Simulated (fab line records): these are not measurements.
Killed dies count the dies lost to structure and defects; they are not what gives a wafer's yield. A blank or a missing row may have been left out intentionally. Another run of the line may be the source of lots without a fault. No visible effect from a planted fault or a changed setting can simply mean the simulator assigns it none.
Comparing a struck lot with a sound one -- flow sky130 -- 35 steps out of a route of 708
Sound: the wafers L753.3, L753.4, L753.6. Wafers L741.1, L741.4, L741.6 were the ones struck. At the end, the cause is stated.
Order at every step that has rows: each side's tool, ch and its chambers, its first start. Under that, the readings that differ: sound wafers -- struck wafers -- difference of the means -- sigmas: that difference in standard deviations of wafers without a fault.
alike: same words and numbers on both sides, and readings whose means sit less than 2 such deviations apart. not compared: any withheld reading, any reading some wafer has no value for, any bound like >300 that may hide the same value, and any number with overlapping values for which the record gives no deviation.
The two part at a step that has a row with sigmas, a row that says differs or no value, or rows on one side only. Numbers that have no deviation but don't overlap get no sigmas and don't part them. Lack of a reading on every wafer of one side parts them only where that side has two or more wafers.

SKY_SD_P_CD_MEAS_07: target cd 380 nm.
  sound on cd_sem-02 at day 32 09:51; struck on cd_sem-01 at day 28 01:13
  alike: cd_nm
SKY_SD_P_OVL_MEAS_08:
  sound on overlay-01 at day 32 09:56; struck on overlay-01 at day 28 01:20
  alike: SD_P_OVL
next, for these wafers, 1 step has no rows: SKY_SD_P_IMPLANT_09.
SKY_SD_P_STRIP_10: strips in O2/N2.
  sound on plasma_asher-04 ch 0,1, day 32 10:09; struck on plasma_asher-04 ch 0,1, day 28 01:31
  alike: chamber_pressure_mTorr, drypump_motor_current_A, oes_product_au, strip_time_to_endpoint_s
  not compared: rf_hours_counter_h
SKY_SD_P_TW_MEAS_11:
  sound on film_metro-01 at day 32 10:14; struck on film_metro-01 at day 28 01:37
  alike: SD_P_TW
then, 7 steps without rows for these wafers: SKY_RES_XHIGH_DEHYDRATE_00 (time 60 s); SKY_RES_XHIGH_HMDS_01 (prime time 60 s); SKY_RES_XHIGH_COAT_02 (resist thk 1140 nm); SKY_RES_XHIGH_SOFTBAKE_03 (time 60 s); SKY_RES_XHIGH_EXPOSE_04 (exposes mask URPM, target cd 1270 nm); SKY_RES_XHIGH_PEB_05; SKY_RES_XHIGH_DEVELOP_06 (develop time 60 s).
SKY_RES_XHIGH_IMPLANT_07:
  sound on implanter-03 ch 0, day 33 11:57; struck on implanter-02 ch 0, day 29 05:48
reading,sound,struck,difference,sigmas
dose_ions_cm2,3.597e+14 3.596e+14 3.598e+14,3.966e+14 3.966e+14 3.966e+14,+3.690e+13,+99 or more
SKY_RES_XHIGH_STRIP_08: strips in O2/N2.
  sound on plasma_asher-03 ch 0,1, day 33 12:05; struck on plasma_asher-04 ch 1, day 29 05:57
reading,sound,struck,difference,sigmas
strip_time_to_endpoint_s (s),14.29 14.28 14.30,14.38 14.38 14.36,+0.08,+2
  alike: chamber_pressure_mTorr, drypump_motor_current_A, oes_product_au
  not compared: rf_hours_counter_h
SKY_RES_XHIGH_TW_MEAS_09:
  sound on film_metro-01 at day 33 12:10; struck on film_metro-01 at day 29 06:03
reading,sound,struck,difference,sigmas
RES_XHIGH_TW,1640 1641 1645,1703 1707 1702,+62,+7
then, 7 steps without rows for these wafers: SKY_SD_N_DEHYDRATE_00 (time 60 s); SKY_SD_N_HMDS_01 (prime time 60 s); SKY_SD_N_COAT_02 (resist thk 1140 nm); SKY_SD_N_SOFTBAKE_03 (time 60 s); SKY_SD_N_EXPOSE_04 (exposes mask NSDM, target cd 380 nm); SKY_SD_N_PEB_05; SKY_SD_N_DEVELOP_06 (develop time 60 s).
SKY_SD_N_CD_MEAS_07: target cd 380 nm.
  sound on cd_sem-01 at day 34 14:54; struck on cd_sem-02 at day 30 08:35
  alike: cd_nm
SKY_SD_N_OVL_MEAS_08:
  sound on overlay-01 at day 34 14:59; struck on overlay-02 at day 30 08:43
reading,sound,struck,difference,sigmas
SD_N_OVL (nm),4.4 2.5 3.7,-3.0 -2.0 -0.6,-5.4,-3
then, 2 steps without rows for these wafers: SKY_SD_N_IMPLANT_09; SKY_SD_N_IMPLANT_10.
SKY_SD_N_STRIP_11: strips in O2/N2.
  sound on plasma_asher-03 ch 0,1, day 34 15:21; struck on plasma_asher-02 ch 0,1, day 30 09:03
  alike: chamber_pressure_mTorr, drypump_motor_current_A, oes_product_au, strip_time_to_endpoint_s
  not compared: rf_hours_counter_h
SKY_SD_N_TW_MEAS_12:
  sound on film_metro-02 at day 34 15:26; struck on film_metro-02 at day 30 09:09
  alike: SD_N_TW
then, 1 step without rows for these wafers: SKY_SD_N_CLEAN_13 (cleans in SC1/SC2, time 150 s).
SKY_SD_N_RTA_14: time 2 s.
  sound on rtp_anneal-02 ch 0, day 34 15:33; struck on rtp_anneal-02 ch 0, day 30 09:16
  alike: lamp_power_pct, wafer_temp_C_max
SKY_SD_N_RS_MEAS_16: a four-point-probe measurement.
  sound on film_metro-02 at day 34 15:44; struck on film_metro-01 at day 30 09:26
  alike: SD_N_RS
SKY_SD_N_RS_MEAS_17: a four-point-probe measurement.
  sound on film_metro-02 at day 34 15:52; struck on film_metro-01 at day 30 09:33
  alike: SD_P_RS
SKY_SD_N_RS_MEAS_18: a four-point-probe measurement.
  sound on film_metro-02 at day 34 15:59; struck on film_metro-01 at day 30 09:40
reading,sound,struck,difference,sigmas
RES_XHIGH_RS (ohm/sq),333.5 333.8 334.1,307.3 307.2 307.7,-26.4,-27
then, 1 step without rows for these wafers: SKY_SALICIDE_CLEAN_00 (cleans in HF-last, time 30 s).
-- the record jumps here: 17 days lie between the struck wafers' starts before and after (it left off in module SALICIDE and takes up again in module PAD_OPEN, whose first step shown is number 708 of the route) --
SKY_PAD_OPEN_PROBE_99:
  sound on prober-01 at day 50 08:01; struck on prober-01 at day 47 15:06
reading,sound,struck,difference,sigmas
model.etest.res_xhigh_po.line_ohm_um,5980 5998 5918,4455 4694 4864,-1294,
model.etest.res_xhigh_po.rs_ohm_sq,2086 2076 2059,1584 1675 1743,-406,
  alike: killed_at_M0_to_M3, killed_at_M4_up, killed_at_contacts, killed_at_front_end, killed_at_other, killed_dies, killed_open, killed_short

## WHERE THEY PART
At SKY_RES_XHIGH_IMPLANT_07 first; at SKY_SD_N_RS_MEAS_18 last (within this record only). Later steps at which nothing parts them and some readings are alike: SKY_PAD_OPEN_PROBE_99.

WHY: what the simulator had put in
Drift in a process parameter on implanter-02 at SKY_RES_XHIGH_IMPLANT_07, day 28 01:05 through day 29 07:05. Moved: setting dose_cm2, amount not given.
